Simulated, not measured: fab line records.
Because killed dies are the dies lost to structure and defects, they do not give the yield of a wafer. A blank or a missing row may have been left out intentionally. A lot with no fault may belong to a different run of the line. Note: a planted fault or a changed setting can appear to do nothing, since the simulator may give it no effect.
Matching of chambers + flow sky130 + SKY_CONTACT_CVD_00 on pecvd-04: 3 sister chambers
The step deposits Si3N4, target thk 75 nm. 3 wafers are shown with their chamber, then 8 later ones without.

WAFERS WITH THEIR CHAMBER
| wafer  | chamber | heater_power_w (W) |
|--------|---------|--------------------|
| L082.1 | 0       | 846                |
| L089.1 | 1       | 798                |
| L092.2 | 2       | 787                |

WAFERS WHOSE CHAMBER IS MISSING
| wafer  | heater_power_w (W) |
|--------|--------------------|
| L092.4 | 797                |
| L092.6 | 787                |
| L094.2 | 795                |
| L094.3 | 756                |
| L094.4 | 719                |
| L096.1 | 688                |
| L096.2 | 769                |
| L096.5 | 759                |

CHAMBER TAKEN BY EACH
| wafer  | from the rows above          | in truth |
|--------|------------------------------|----------|
| L092.4 | can't be placed: 1 or 2 or 0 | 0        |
| L092.6 | can't be placed: 2 or 1 or 0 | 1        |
| L094.2 | can't be placed: 1 or 2 or 0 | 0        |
| L094.3 | can't be placed: 2 or 1 or 0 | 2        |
| L094.4 | can't be placed: 2 or 1 or 0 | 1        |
| L096.1 | can't be placed: 2 or 1 or 0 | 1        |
| L096.2 | can't be placed: 2 or 1 or 0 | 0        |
| L096.5 | can't be placed: 2 or 1 or 0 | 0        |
0 of 8 placed correctly. Can't be placed from these rows: 8 (the true chamber is among the candidates in 8). Wrongly placed: 0.
How it was worked out, from the rows above alone: a wafer's distance from a chamber is the root of the sum, over the readings, of the square of ((its reading less the chamber's mean) divided by the reading's scatter). The wafer belongs to the nearest chamber; if the next one is less than 2 further off, it can't be placed. A chamber's mean is the mean of its shown wafers. The scatter: with one shown wafer a chamber, the root of the mean of the squares of how far each hidden wafer lies from its nearest shown one.
